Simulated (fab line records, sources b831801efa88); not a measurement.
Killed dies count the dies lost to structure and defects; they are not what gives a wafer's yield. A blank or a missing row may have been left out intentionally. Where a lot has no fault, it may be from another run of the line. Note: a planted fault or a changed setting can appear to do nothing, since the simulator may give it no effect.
Comparing a struck lot with a sound one    flow sky130    14 out of 708 route steps
Sound: wafers L708.2, L708.4, L708.5. Struck: wafers L719.1, L719.3, L719.6. Last of all comes the cause.
At each step with rows: each side's tool, then ch and its chambers, then its first start. Under that, the readings that differ: sound wafers    struck wafers    difference of the means    sigmas: that difference in standard deviations of wafers without a fault.
alike: same words and numbers on both sides, and readings whose means sit less than 2 such deviations apart. not compared: any withheld reading, any reading some wafer has no value for, any bound like >300 that may hide the same value, and any number with overlapping values for which the record gives no deviation.
The two part at a step that has a row with sigmas, a row that says differs or no value, or rows on one side only. Numbers that don't overlap but have no deviation are shown without sigmas and don't part them. Lack of a reading on every wafer of one side parts them only where that side has two or more wafers.

first, 6 steps without rows for these wafers: SKY_RES_XHIGH_COAT_02 (resist thk 1140 nm); SKY_RES_XHIGH_SOFTBAKE_03 (time 60 s); SKY_RES_XHIGH_EXPOSE_04 (exposes mask URPM, target cd 1270 nm); SKY_RES_XHIGH_PEB_05; SKY_RES_XHIGH_DEVELOP_06 (develop time 60 s); SKY_RES_XHIGH_IMPLANT_07.
SKY_RES_XHIGH_STRIP_08: strips in O2/N2.
  sound on plasma asher-02 ch 0,1, day 30 11:03; struck on plasma asher-01 ch 0, day 33 16:07
reading                       sound              struck             difference  sigmas
strip time to endpoint s (s)  14.29 14.30 14.30  14.20 14.25 14.21  -0.08       -2
  alike: chamber pressure mTorr, drypump motor current A, oes product au
  not compared: rf hours counter h
SKY_RES_XHIGH_TW_MEAS_09:
  sound: film metro-02 at day 30 11:10; struck: film metro-02 at day 33 16:13
  alike: RES_XHIGH_TW
then, 4 steps without rows for these wafers: SKY_SD_N_DEHYDRATE_00 (time 60 s); SKY_SD_N_HMDS_01 (prime time 60 s); SKY_SD_N_COAT_02 (resist thk 1140 nm); SKY_SD_N_SOFTBAKE_03 (time 60 s).
SKY_SD_N_EXPOSE_04: exposes mask NSDM, target cd 380 nm.
  struck on iline stepper-01, day 34 04:53; sound on iline stepper-02 ch 0, day 31 01:26
  no value came back on the struck wafers for exposure dose mJ cm2, focus offset nm (nm), reticle temp C (C), sigma outer; on the sound wafers exposure dose mJ cm2 reads 140.89 140.86 140.83
  alike: mask
after that, 1 step had no rows for these wafers: SKY_SD_N_PEB_05.

== WHERE THEY PART ==
First at SKY_RES_XHIGH_STRIP_08; last, within this record, at SKY_SD_N_EXPOSE_04.

WHY: whatever the simulator had introduced
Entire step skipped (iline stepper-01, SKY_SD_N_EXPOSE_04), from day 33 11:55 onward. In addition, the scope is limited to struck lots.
